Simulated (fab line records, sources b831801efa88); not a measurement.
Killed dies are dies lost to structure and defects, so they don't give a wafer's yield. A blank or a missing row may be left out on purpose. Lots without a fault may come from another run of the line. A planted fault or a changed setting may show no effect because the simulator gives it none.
Which tool did it? | flow sfq_line | 14 lots, 42 wafers sampled, at 5 steps of a route of 325

WHAT THE GAUGES READ, wafer by wafer
SFQ_I2_OVL_MEAS_918. Usual: I2_OVL -2 nm, standard deviation 5.8.
lot  | measured     | on         | I2_OVL (nm) | flag
L948 | day 24 16:06 | overlay-02 | 4 3 4       |
L949 | day 24 19:48 | overlay-02 | 2 6 9       |
L954 | day 37 22:35 | overlay-02 | -6 -4 -4    |
L955 | day 38 04:34 | overlay-02 | 0 -6 -1     |
L960 | day 40 05:53 | overlay-01 | -5 -10 -7   |
L961 | day 41 00:02 | overlay-01 | 1 -6 0      |
L962 | day 41 06:01 | overlay-01 | -6 -3 3     |
L963 | day 42 01:08 | overlay-02 | -5 -6 -8    |
L964 | day 42 04:44 | overlay-01 | -13 -13 -11 |
L965 | day 42 09:32 | overlay-02 | -7 -3 0     |
L966 | day 42 16:44 | overlay-01 | -3 -1 4     |
L967 | day 43 03:32 | overlay-01 | -8 0 0      |
L969 | day 44 09:40 | overlay-01 | -10 -6 -8   |
L970 | day 44 12:04 | overlay-01 | -3 1 -2     |

WHICH TOOL RAN EACH LOT (tool, then ch and the chambers of the sampled wafers, then the start)
lot  | SFQ_TRILAYER_I1_VIA_STRIP_STRIP_053 | SFQ_TRILAYER_M2_STRIP_STRIP_061   | SFQ_TRILAYER_I2_CMP_CMP_064   | SFQ_TRILAYER_I2_METRO_MEASURE_065
L948 | rie_metal-01 ch 0,1, day 22 18:04   | rie_metal-04 ch 1, day 23 06:55   | cmp-02 ch 0,1,3, day 23 20:53 | film_metro-04, day 24 00:00
L949 | rie_metal-04 ch 1, day 22 21:40     | rie_metal-03 ch 0,1, day 23 11:31 | cmp-02 ch 1,2,3, day 23 23:53 | film_metro-02, day 24 03:00
L954 | rie_metal-04 ch 1, day 25 07:16     | rie_metal-03 ch 0,1, day 31 11:56 | cmp-02 ch 0,1,3, day 31 13:34 | film_metro-04, day 31 16:41
L955 | rie_metal-03 ch 1, day 25 13:16     | rie_metal-02 ch 0,1, day 31 21:32 | cmp-02 ch 0,2,3, day 31 23:34 | film_metro-04, day 32 01:53
L960 | rie_metal-01 ch 0,1, day 27 09:46   | rie_metal-04 ch 0,1, day 33 17:57 | cmp-01 ch 0,1,2, day 34 18:47 | film_metro-02, day 34 22:07
L961 | rie_metal-04 ch 0,1, day 34 06:07   | rie_metal-04 ch 0,1, day 34 11:37 | cmp-02 ch 0,2,3, day 35 18:41 | film_metro-04, day 35 20:55
L962 | rie_metal-04 ch 0,1, day 34 14:19   | rie_metal-03 ch 0,1, day 34 17:52 | cmp-01 ch 0,2, day 36 00:47   | film_metro-03, day 36 03:55
L963 | rie_metal-01 ch 0,1, day 35 07:02   | rie_metal-04 ch 0,1, day 35 11:46 | cmp-02 ch 0,2, day 36 20:41   | film_metro-03, day 36 23:19
L964 | rie_metal-01 ch 0,1, day 35 11:50   | rie_metal-02 ch 1, day 35 15:23   | cmp-01 ch 0,3, day 37 00:47   | film_metro-02, day 37 04:07
L965 | rie_metal-04 ch 0,1, day 35 15:26   | rie_metal-03 ch 0,1, day 35 19:11 | cmp-01 ch 0,1,3, day 37 06:47 | film_metro-03, day 37 10:07
L966 | rie_metal-04 ch 0,1, day 35 21:34   | rie_metal-02 ch 1, day 36 03:37   | cmp-01 ch 0,2,3, day 37 19:17 | film_metro-02, day 37 22:07
L967 | rie_metal-03 ch 0,1, day 36 07:10   | rie_metal-03 ch 0,1, day 36 12:36 | cmp-02 ch 1,2,3, day 38 02:41 | film_metro-02, day 38 05:19
L969 | rie_metal-03 ch 0, day 37 10:46     | rie_metal-02 ch 0,1, day 37 14:20 | cmp-02 ch 0,1,3, day 39 09:11 | film_metro-04, day 39 11:19
L970 | rie_metal-04 ch 0,1, day 37 14:22   | rie_metal-04 ch 0,1, day 37 19:11 | cmp-01 ch 0,1,2, day 39 12:11 | film_metro-03, day 39 15:18
- SFQ_TRILAYER_I1_VIA_STRIP_STRIP_053: strips in O2.
- SFQ_TRILAYER_M2_STRIP_STRIP_061: strips in O2.
- SFQ_TRILAYER_I2_CMP_CMP_064: polishes SiO2.
- SFQ_TRILAYER_I2_METRO_MEASURE_065

WHAT THE TOOLS THEMSELVES READ (means of the sampled wafers that have a number; where no wafer has one, the mark that the record gives instead)
SFQ_TRILAYER_I1_VIA_STRIP_STRIP_053. Usual: drypump_motor_current_A 5.9 A, standard deviation 0.49; oes_product_au 0.994 a.u., standard deviation 0.0073.
lot  | tool         | drypump_motor_current_A (A) | oes_product_au (a.u.) | flag
L948 | rie_metal-01 | 5.9                         | 0.995                 |
L949 | rie_metal-04 | 5.0                         | 1.008                 |
L954 | rie_metal-04 | 5.0                         | 0.994                 |
L955 | rie_metal-03 | 6.5                         | 0.999                 |
L960 | rie_metal-01 | 6.0                         | 0.999                 |
L961 | rie_metal-04 | 5.8                         | 0.992                 |
L962 | rie_metal-04 | 5.4                         | 0.993                 |
L963 | rie_metal-01 | 6.0                         | 0.992                 |
L964 | rie_metal-01 | 5.9                         | 0.998                 |
L965 | rie_metal-04 | 5.5                         | 0.997                 |
L966 | rie_metal-04 | 5.8                         | 0.995                 |
L967 | rie_metal-03 | 6.4                         | 0.992                 |
L969 | rie_metal-03 | 6.3                         | 0.989                 |
L970 | rie_metal-04 | 5.4                         | 0.999                 |

SFQ_TRILAYER_M2_STRIP_STRIP_061. Usual: drypump_motor_current_A 5.7 A, standard deviation 0.66; oes_product_au 1.000 a.u., standard deviation 0.0094.
lot  | tool         | drypump_motor_current_A (A) | oes_product_au (a.u.) | flag
L948 | rie_metal-04 | 5.1                         | 1.005                 |
L949 | rie_metal-03 | 6.3                         | 0.996                 |
L954 | rie_metal-03 | 6.4                         | 0.993                 |
L955 | rie_metal-02 | 5.2                         | 1.004                 |
L960 | rie_metal-04 | 5.8                         | 0.991                 |
L961 | rie_metal-04 | 5.8                         | 0.994                 |
L962 | rie_metal-03 | 6.3                         | 0.996                 |
L963 | rie_metal-04 | 5.4                         | 0.994                 |
L964 | rie_metal-02 | 6.0                         | 0.998                 |
L965 | rie_metal-03 | 6.4                         | 0.995                 |
L966 | rie_metal-02 | 6.0                         | 0.986                 |
L967 | rie_metal-03 | 6.4                         | 0.996                 |
L969 | rie_metal-02 | 5.6                         | 1.002                 |
L970 | rie_metal-04 | 5.4                         | 0.997                 |

SFQ_TRILAYER_I2_CMP_CMP_064. Usual: motor_current_A 10.0 A, standard deviation 0.87; retaining_ring_pressure_frac 1.000, standard deviation 0.005; slurry_flow_ml_min 150.0, standard deviation 0.46; time_to_endpoint_s 212 s, standard deviation 8.2.
lot  | tool   | motor_current_A (A) | retaining_ring_pressure_frac | slurry_flow_ml_min | time_to_endpoint_s (s) | flag
L948 | cmp-02 | 9.4                 | 1.002                        | 149.7              | 216                    |
L949 | cmp-02 | 9.7                 | 1.005                        | 150.0              | 217                    |
L954 | cmp-02 | 9.7                 | 1.001                        | 149.6              | 240                    | OFF
L955 | cmp-02 | 9.8                 | 0.999                        | 150.2              | 286                    | OFF
L960 | cmp-01 | 10.4                | 1.000                        | 150.4              | 205                    |
L961 | cmp-02 | 9.8                 | 1.001                        | 150.1              | 211                    |
L962 | cmp-01 | 9.6                 | 1.003                        | 150.0              | 214                    |
L963 | cmp-02 | 9.8                 | 1.001                        | 149.6              | 208                    |
L964 | cmp-01 | 10.1                | 1.000                        | 149.8              | 207                    |
L965 | cmp-01 | 10.7                | 1.000                        | 150.4              | 212                    |
L966 | cmp-01 | 9.8                 | 1.001                        | 149.9              | 203                    |
L967 | cmp-02 | 9.6                 | 0.997                        | 150.0              | 216                    |
L969 | cmp-02 | 9.2                 | 0.999                        | 149.8              | 214                    |
L970 | cmp-01 | 10.3                | 0.999                        | 150.1              | 198                    |

SFQ_TRILAYER_I2_METRO_MEASURE_065. Usual: thk_nm 199.7 nm, standard deviation 1.2.
lot  | tool          | thk_nm (nm) | flag
L948 | film_metro-04 | 201.6       |
L949 | film_metro-02 | 200.2       |
L954 | film_metro-04 | 233.6       | OFF
L955 | film_metro-04 | 308.4       | OFF
L960 | film_metro-02 | 199.7       |
L961 | film_metro-04 | 199.7       |
L962 | film_metro-03 | 200.2       |
L963 | film_metro-03 | 199.3       |
L964 | film_metro-02 | 198.8       |
L965 | film_metro-03 | 199.1       |
L966 | film_metro-02 | 199.2       |
L967 | film_metro-02 | 198.6       |
L969 | film_metro-04 | 201.0       |
L970 | film_metro-03 | 197.9       |

THE ANSWER, worked out from the rows above alone
Rule: a lot is off if the mean of its wafers that have a number lies more than 3 standard deviations from the usual mean. A lot without any number at a reading at which 4 lots or more have one is off too. The other lots that the step has rows for count as sound. The gauges are gone through in route order, then the tools' own readings, and for those a lot's mean is taken as printed above. The first step at which some lot is off is used, and at that step the reading that is off furthest; a lot without a number counts as furthest.
Off: L954, L955, at SFQ_TRILAYER_I2_CMP_CMP_064 (time_to_endpoint_s).
A tool fits if, at that step or a process step before it, it ran every lot that is off, and no sound lot after the first of them. None of those tried fits.

WHAT THE SIMULATOR HAD PUT IN
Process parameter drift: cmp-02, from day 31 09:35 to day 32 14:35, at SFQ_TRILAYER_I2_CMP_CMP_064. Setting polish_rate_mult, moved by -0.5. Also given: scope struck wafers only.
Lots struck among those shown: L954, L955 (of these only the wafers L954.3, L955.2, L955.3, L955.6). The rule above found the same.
